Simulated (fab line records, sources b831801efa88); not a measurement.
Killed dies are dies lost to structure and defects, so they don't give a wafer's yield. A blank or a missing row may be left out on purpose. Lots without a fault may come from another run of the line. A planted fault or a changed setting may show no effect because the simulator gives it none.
Problem report in the 8D (eight disciplines) form, filled by code | flow gf180mcu | the parts of the form that need people (team, actions taken, sign-off) are left out

1. THE PROBLEM
strip_time_to_endpoint_s at GF_HV_LDD_STRIP_37 reads a mean of 12.17 s on 6 wafers of 2 lots; wafers without a fault read 12.62 s with a standard deviation of 0.032. That is -14 standard deviations from the usual mean.
The step: strips in O2/N2.
First seen on wafer L591.1, day 14 15:52, on plasma_asher-01. The record holds 39 wafers of 13 lots with a number at this step. Rule for "out", or "out of limits": more than 4 standard deviations from the usual mean. The other wafers with a number count as sound.

2. WHAT IT IS AND WHAT IT IS NOT
question                    | is                       | is not
which readings at this step | strip_time_to_endpoint_s | drypump_motor_current_A, heater_power_w, o2_flow_sccm, oes_product_au
which lots                  | L591, L592               | L582, L587, L589, L594, L595, L598, L599, L600, L601, L602, L603
which wafers of those lots  | all that have a number   | -
read on which tools         | plasma_asher-01          | plasma_asher-02, plasma_asher-03
when                        | from day 14 15:52        | up to then (9 sound wafers); but 24 sound wafers of L594, L595, L598, L599, L600, L601, L602, L603 came after

3. SUSPECTS, AND WHAT RULES EACH OUT
Counting: a tool at a process step up to the reading stays a suspect if it ran every lot that is out and no sound lot after the first of them.
- litho_track-02 at GF_HV_LDD_COAT_26 (resist thk 1000 nm): ruled out as a lasting fault. Sound lots L601, L602 ran on it after its first lot that is out, L591 (day 14 04:33).
- plasma_asher-01 at GF_HV_LDD_STRIP_37 (strips in O2/N2): ruled out as a lasting fault. Sound lots L595, L598, L600, L601, L602, L603 ran on it after its first lot that is out, L591 (day 14 15:52).
Left after counting: nothing in the record.

4. THE CAUSE (what the simulator had put in)
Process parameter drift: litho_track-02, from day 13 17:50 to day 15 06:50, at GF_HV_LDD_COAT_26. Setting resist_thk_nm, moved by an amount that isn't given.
Counting ruled it out, wrongly: the rule takes a fault to strike every lot that its tool runs from its start on, and this one did not.

5. THE CHAIN OF EFFECTS, in route order
Each row: a reading whose mean over the struck wafers that have a number lies more than 3 standard deviations from the usual. Only readings for which the record gives a usual standard deviation are gone through. hours: the time from each lot's start at the first step in this table that gives one to its start at this step, as a median over the lots. sigmas: the change in usual standard deviations.
hours | step               | reading                  | usual   | on struck wafers | change | sigmas
0     | GF_HV_LDD_STRIP_37 | strip_time_to_endpoint_s | 12.62 s | 12.17            | -0.45  | -14
The process steps in it:
- GF_HV_LDD_STRIP_37: strips in O2/N2.
Later measuring or inspecting steps at which every struck wafer that the step has a row for has a number for every such reading, and none has moved that far: GF_CONTACT_OVL_MEAS_15.

6. WHAT WOULD HAVE CAUGHT IT SOONER
In this record the first reading out of limits was taken at day 14 15:52, 22 hours after the fault began at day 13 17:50.
